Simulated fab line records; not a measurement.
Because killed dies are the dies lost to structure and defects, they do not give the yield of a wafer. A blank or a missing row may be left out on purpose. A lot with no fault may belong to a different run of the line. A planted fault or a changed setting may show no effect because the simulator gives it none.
fab line records	flow sky130
[record] lots = 13	wafers = 39	last-day = 50
route steps=708 shown POLY_GATE@227 LDD_P@263 LDD_HVN@270 PAD_OPEN@708
lots that met no fault: from a run of the same line without faults
start-h: hours from the record's first day to the start of the lot's first wafer shown	wait-h: hours elapsed since this lot's preceding step	" same as the row above	L1.1+2: a row that stands for several wafers	- either no value or no given start	* or withheld: withheld	< > ~ a bound
route shown NAME@n: names a module that has steps shown in the file, with the first one's number in the route	usual: mean/standard deviation of fault-free wafers	same: alike in all rows	chamber/n: place in a boat	sites: readings site by site	_std_site: how widely they spread, as a standard deviation	_edge_site: the outer-site mean with the inner-site mean subtracted	radius-mm: for every site, how far away it sits from the centre of the wafer	mask NAME#n: copy n	behind: the tool/chamber that last shaped the wafer	hold: the reason the lot was held/the length of the hold in hours/how it ended	device: transistor that didn't switch, given as n, p or np	end of line: the route-end tests of the same wafers	a step without rows: its recipe alone	killed: dies lost to structure and defects at the first sort, not the wafer's yield	map: the dies of a wafer, with x for killed, . for not killed, _ for no die there
set.NAME: the run value of the setting; set.NAME@STEP: its run value at that earlier step	model.NAME: the simulator's own value behind a step, which no gauge read
steps of the route over a sample of lots; a table a step, a row a wafer
services: the hour from which a tool's chamber was out of use, counted from the record's first day as start-h (under 0 if before that day), plus the number of hours and why
[[steps]]
[step SKY_POLY_GATE_CD_MEAS_13]
[recipe] target-cd-nm = 150
[usual] cd-nm = 149.3/1.5
lot.wafer	tool	chamber	start-h	wait-h	cd-nm
L542.2	cd-sem-01	-	402.70	-	149.1
L542.3	"	-	"	"	149.3
L542.4	"	-	"	"	147.5
L541.1	cd-sem-01	-	403.03	-	152.0
L541.2	"	-	"	"	149.9
L541.3	"	-	"	"	150.5
L543.2	cd-sem-02	-	408.65	-	150.0
L543.4	"	-	"	"	150.7
L543.6	"	-	"	"	150.7
L544.2	cd-sem-02	-	411.09	-	149.1
L544.3	"	-	"	"	150.8
L544.5	"	-	"	"	150.4
L549.1	cd-sem-01	-	448.26	-	150.4
L549.4	"	-	"	"	151.4
L549.6	"	-	"	"	150.1
L548.1	cd-sem-02	-	450.67	-	150.3
L548.4	"	-	"	"	147.3
L548.6	"	-	"	"	148.4
L553.3	cd-sem-01	-	491.92	-	149.5
L553.4	"	-	"	"	150.4
L553.6	"	-	"	"	149.1
L555.1	cd-sem-01	-	509.52	-	148.9
L555.2	"	-	"	"	150.7
L555.5	"	-	"	"	149.0
L556.1	cd-sem-02	-	511.17	-	147.3
L556.2	"	-	"	"	146.8
L556.5	"	-	"	"	146.7
L558.1	cd-sem-01	-	519.97	-	151.0
L558.3	"	-	"	"	150.6
L558.4	"	-	"	"	151.1
L557.2	cd-sem-02	-	521.70	-	146.6
L557.5	"	-	"	"	148.1
L557.6	"	-	"	"	145.7
L559.1	cd-sem-01	-	528.17	-	148.5
L559.3	"	-	"	"	148.6
L559.6	"	-	"	"	148.2
L562.3	cd-sem-02	-	559.75	-	149.4
L562.5	"	-	"	"	148.1
L562.6	"	-	"	"	148.9
[step SKY_LDD_P_OVL_MEAS_08]
[usual] LDD_P_OVL = -0.2/1.3
lot.wafer	tool	chamber	start-h	wait-h	LDD_P_OVL[nm]
L542.2	overlay-02	-	470.24	0.1	-0.8
L542.3	"	-	"	"	-1.6
L542.4	"	-	"	"	-0.1
L541.1	overlay-01	-	470.78	0.1	0.1
L541.2	"	-	"	"	-1.7
L541.3	"	-	"	"	0.0
L544.2	overlay-01	-	478.49	0.1	-0.6
L544.3	"	-	"	"	0.7
L544.5	"	-	"	"	0.3
L543.2	overlay-01	-	479.64	0.1	-0.2
L543.4	"	-	"	"	-0.9
L543.6	"	-	"	"	-0.8
L549.1	overlay-02	-	513.13	0.1	-1.2
L549.4	"	-	"	"	0.0
L549.6	"	-	"	"	-2.0
L548.1	overlay-02	-	515.79	0.1	-0.5
L548.4	"	-	"	"	1.9
L548.6	"	-	"	"	0.9
L553.3	overlay-01	-	555.50	0.1	-0.5
L553.4	"	-	"	"	-0.7
L553.6	"	-	"	"	-2.4
L555.1	overlay-01	-	571.38	0.1	-1.1
L555.2	"	-	"	"	-0.9
L555.5	"	-	"	"	0.0
L556.1	overlay-01	-	572.93	0.1	-0.4
L556.2	"	-	"	"	-0.7
L556.5	"	-	"	"	-0.6
L558.1	overlay-02	-	582.94	0.1	2.6
L558.3	"	-	"	"	1.0
L558.4	"	-	"	"	0.8
L557.2	overlay-02	-	583.74	0.1	-1.7
L557.5	"	-	"	"	-1.3
L557.6	"	-	"	"	-1.5
L559.1	overlay-01	-	590.43	0.1	1.1
L559.3	"	-	"	"	2.9
L559.6	"	-	"	"	0.6
L562.3	overlay-01	-	621.80	0.1	-1.1
L562.5	"	-	"	"	-0.3
L562.6	"	-	"	"	2.0
[step SKY_LDD_P_STRIP_10]
[recipe] chemistry = O2/N2	power-w = 1400	pressure-mtorr = 1500	platen-temp-c = withheld	o2-flow-sccm = 3000	n2-flow-sccm = 300	overash-fraction = 0.5
[usual] chamber-pressure-mTorr = 1500/3.1	drypump-motor-current-A = 5.73/0.29	oes-product-au = 0.715/0.005	strip-time-to-endpoint-s = 14.16/0.033
lot.wafer	tool	chamber	start-h	wait-h	chamber-pressure-mTorr	drypump-motor-current-A	oes-product-au	rf-hours-counter-h	strip-time-to-endpoint-s
L542.2	plasma-asher-04	1	470.42	0.1	1501	5.99	0.713	79	14.12
L542.3	"	1	"	"	1499	6.01	0.710	-	14.15
L542.4	"	0	"	"	1501	5.58	0.718	-	14.16
L541.1	plasma-asher-04	0	470.97	0.1	1498	5.58	0.711	79	14.17
L541.2	"	1	"	"	1500	5.99	0.705	79	14.15
L541.3	"	1	"	"	1501	6.00	0.725	-	14.14
L544.2	plasma-asher-04	1	478.67	0.1	1498	6.00	0.722	80	14.13
L544.3	"	1	"	"	1501	6.01	0.710	-	14.19
L544.5	"	0	"	"	1501	5.59	0.718	-	14.19
L543.2	plasma-asher-04	1	479.82	0.1	1499	6.00	0.706	80	14.14
L543.4	"	1	"	"	1501	6.01	0.711	-	14.12
L543.6	"	0	"	"	1503	5.59	0.715	-	14.09
L549.1	plasma-asher-04	1	513.32	0.1	1502	6.02	0.714	84	14.14
L549.4	"	1	"	"	1498	6.00	0.722	-	14.13
L549.6	"	0	"	"	1499	5.61	0.713	-	14.15
L548.1	plasma-asher-01	1	515.98	0.1	1500	5.68	0.711	8	14.18
L548.4	"	0	"	"	1499	5.85	0.712	-	14.14
L548.6	"	0	"	"	1501	5.88	0.710	-	14.17
L553.3	plasma-asher-04	0	555.71	0.1	1502	5.58	0.704	-	14.23
L553.4	"	1	"	"	1467	6.01	0.720	-	14.20
L553.6	"	1	"	"	1501	6.00	0.721	-	14.23
L555.1	plasma-asher-01	0	571.57	0.1	1500	5.86	0.712	14	14.14
L555.2	"	1	"	"	1503	5.68	0.716	14	14.08
L555.5	"	0	"	"	1498	5.84	0.716	-	14.15
L556.1	plasma-asher-03	0	573.12	0.1	1501	6.00	0.707	42	14.16
L556.2	"	1	"	"	1500	5.27	0.706	42	14.16
L556.5	"	0	"	"	1500	6.02	0.716	-	14.17
L558.1	plasma-asher-03	0	583.13	0.1	1502	6.05	0.720	43	14.18
L558.3	"	1	"	"	1500	5.27	0.722	-	14.13
L558.4	"	0	"	"	1499	6.07	0.716	-	14.16
L557.2	plasma-asher-03	1	583.92	0.1	1501	5.27	0.716	43	14.18
L557.5	"	1	"	"	1499	5.29	0.714	-	14.13
L557.6	"	0	"	"	1500	5.99	0.712	-	14.13
L559.1	plasma-asher-01	1	590.62	0.1	1500	5.69	0.711	16	14.21
L559.3	"	0	"	"	1498	5.83	0.710	-	14.18
L559.6	"	0	"	"	1501	5.85	0.713	-	14.15
L562.3	plasma-asher-04	1	622.01	0.1	1499	6.02	0.722	-	14.17
L562.5	"	0	"	"	1500	5.59	0.714	-	14.12
L562.6	"	1	"	"	1499	6.02	0.715	-	14.13
[step SKY_LDD_HVN_SOFTBAKE_03]
[recipe] temp-c = 90	time-s = 60	resist = NOVOLAK
[usual] heater-power-total-W = 56.60/0.043	run-length-s = 88.94/0.17
lot.wafer	tool	chamber	start-h	wait-h	heater-power-total-W	run-length-s
L542.2	litho-track-01	0	485.50	0.1	56.66	88.72
L542.3	"	0	"	"	56.64	89.07
L542.4	"	0	"	"	56.61	88.81
L541.1	litho-track-03	0	486.12	0.1	56.62	89.06
L541.2	"	0	"	"	56.59	89.14
L541.3	"	0	"	"	56.62	89.06
L544.2	litho-track-01	0	492.40	0.1	56.61	88.83
L544.3	"	0	"	"	56.53	88.94
L544.5	"	0	"	"	56.57	88.67
L543.2	litho-track-02	0	494.20	0.1	56.64	89.00
L543.4	"	0	"	"	56.64	88.94
L543.6	"	0	"	"	56.64	88.98
L549.1	litho-track-01	0	526.82	0.1	56.59	88.66
L549.4	"	0	"	"	56.56	88.94
L549.6	"	0	"	"	56.66	88.83
L548.1	litho-track-03	0	530.12	0.1	56.57	89.24
L548.4	"	0	"	"	56.64	88.96
L548.6	"	0	"	"	56.53	89.09
L553.3	litho-track-01	0	570.77	0.1	57.65	85.92
L553.4	"	0	"	"	57.52	85.93
L553.6	"	0	"	"	57.59	85.90
L555.1	litho-track-01	0	586.32	0.1	57.58	86.12
L555.2	"	0	"	"	57.63	86.06
L555.5	"	0	"	"	57.49	86.03
L556.1	litho-track-01	0	587.82	0.1	57.56	86.08
L556.2	"	0	"	"	57.56	85.91
L556.5	"	0	"	"	57.56	86.18
L558.1	litho-track-03	0	597.47	0.1	56.61	89.13
L558.3	"	0	"	"	56.57	89.11
L558.4	"	0	"	"	56.61	89.02
L557.2	litho-track-03	0	598.69	0.1	56.60	89.02
L557.5	"	0	"	"	56.57	89.03
L557.6	"	0	"	"	56.65	89.00
L559.1	litho-track-03	0	605.27	0.1	56.63	89.13
L559.3	"	0	"	"	56.57	89.23
L559.6	"	0	"	"	56.49	89.16
L562.3	litho-track-02	0	636.38	0.1	56.67	88.94
L562.5	"	0	"	"	56.61	88.92
L562.6	"	0	"	"	56.63	88.85
[step SKY_PAD_OPEN_PROBE_99]
[usual] killed_at_M0_to_M3 = 42/6.6	killed_at_M4_up = 3.0/1.7	killed-at-contacts = 24/5.3	killed-at-front-end = 15/4.5	killed-at-other = 0.2/0.49	killed-dies = 83/9	killed-open = 45/6.9	killed-short = 38/5.8
[same] gross-dies = 492	killed-at-back-side = 0
lot.wafer	tool	chamber	start-h	wait-h	killed_at_M0_to_M3	killed_at_M4_up	killed-at-contacts	killed-at-front-end	killed-at-other	killed-dies	killed-open	killed-short
L553.3	prober-02	-	1156.60	0.2	49	5	17	16	1	88	40	48
L553.4	prober-02	-	1156.65	0.2	44	2	19	16	2	83	49	33
L553.6	prober-02	-	1156.75	0.2	48	2	20	16	0	86	44	42
L555.1	prober-02	-	1168.09	0.1	54	5	20	10	0	89	47	40
L555.2	prober-02	-	1168.14	0.1	43	4	26	16	1	90	47	41
L555.5	prober-02	-	1168.29	0.2	57	5	18	14	0	94	46	48
L557.2	prober-02	-	1172.70	0.1	33	1	20	22	0	76	41	35
L557.5	prober-02	-	1172.85	0.2	33	6	26	8	0	73	45	28
L557.6	prober-02	-	1172.90	0.2	41	4	33	13	0	91	56	35
// killed by level:class
L553.3 VIA1:geometric-particle:open=13 CONTACT:geometric-particle:open=7 VIA2:geometric-particle:short=6 FIELD_ISO:geometric-particle:short=5 VIA1:geometric-particle:short=5 METAL2:geometric-particle:short=5 VIA2:geometric-particle:open=5 POLY_GATE:geometric-particle:short=4
L553.4 VIA1:geometric-particle:open=15 VIA2:geometric-particle:open=9 CONTACT:geometric-particle:open=8 VIA1:geometric-particle:short=6 METAL2:geometric-particle:short=5 FIELD_ISO:geometric-particle:short=4 LOCAL_INTERCONNECT:geometric-particle:short=4 FIELD_ISO:geometric-particle:open=3
L553.6 VIA3:geometric-particle:open=8 VIA1:geometric-particle:open=7 CONTACT:geometric-particle:short=6 POLY_GATE:geometric-particle:open=6 METAL1:geometric-particle:short=6 LI_CONTACT:geometric-particle:open=5 CONTACT:geometric-particle:open=5 VIA1:geometric-particle:short=5
L555.1 METAL2:geometric-particle:short=12 VIA1:geometric-particle:open=10 CONTACT:geometric-particle:open=8 VIA2:geometric-particle:open=6 LI_CONTACT:geometric-particle:open=5 METAL1:geometric-particle:short=5 VIA3:geometric-particle:open=5 POLY_GATE:geometric-particle:open=4
L555.2 VIA1:geometric-particle:open=12 LI_CONTACT:geometric-particle:open=9 CONTACT:geometric-particle:open=9 METAL2:geometric-particle:short=7 POLY_GATE:geometric-particle:short=5 VIA2:geometric-particle:open=5 LOCAL_INTERCONNECT:geometric-particle:short=4 METAL1:geometric-particle:short=4
L555.5 VIA1:geometric-particle:open=12 VIA1:geometric-particle:short=9 VIA3:geometric-particle:open=8 METAL1:geometric-particle:short=6 VIA2:geometric-particle:open=6 FIELD_ISO:geometric-particle:short=5 CONTACT:geometric-particle:open=5 METAL3:geometric-particle:short=5
L557.2 LI_CONTACT:geometric-particle:open=10 VIA1:geometric-particle:open=8 FIELD_ISO:geometric-particle:open=6 FIELD_ISO:geometric-particle:short=5 POLY_GATE:geometric-particle:short=5 VIA1:geometric-particle:short=5 VIA3:geometric-particle:open=5 METAL1:geometric-particle:short=4
L557.5 LI_CONTACT:geometric-particle:open=8 CONTACT:geometric-particle:short=7 CONTACT:geometric-particle:open=7 VIA1:geometric-particle:open=7 METAL1:geometric-particle:open=5 VIA2:geometric-particle:open=4 VIA4:geometric-particle:open=3 METAL1:geometric-particle:short=3
L557.6 CONTACT:geometric-particle:open=15 LI_CONTACT:geometric-particle:open=9 VIA1:geometric-particle:open=8 FIELD_ISO:geometric-particle:open=7 VIA2:geometric-particle:open=7 VIA3:geometric-particle:open=7 METAL2:geometric-particle:short=5 CONTACT:geometric-particle:short=4
[[services]]
tool	chamber	start-h	hours	kind
plasma-asher-04	-	494.87	1.0	repair
plasma-asher-04	-	623.34	1.2	repair
[[key]]
[first-sign] step = SKY_LDD_HVN_SOFTBAKE_03	reading = heater-power-total-W	direction = up	sigmas = 22	usual = *	struck = *
[effect] step = SKY_LDD_HVN_SOFTBAKE_03	reading = run-length-s	direction = down	sigmas = 17	usual = *	struck = *
met-at SKY_LDD_HVN_SOFTBAKE_03
struck-lots L553,L555,L556
tester-left-out L553,L555,L556
not-acting-at SKY_POLY_GATE_CD_MEAS_13,SKY_LDD_P_OVL_MEAS_08,SKY_LDD_P_STRIP_10
onset-between 526.82 570.77
[fault] kind = process-parameter-drift	tool = litho-track-01	chamber = -	onset-h = 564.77	steps = SKY_LDD_HVN_SOFTBAKE_03	channel = time-s	offset = *	shape = step	end-h = 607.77	acts-in = *	stated = *
// tester-left-out: of these lots the tester's yield and bins aren't shown, on N5 and GAA mostly nor the transistor test; their killed dies are dies lost to structure and defects alone, not to doping, threshold or leakage, so they don't give the yield
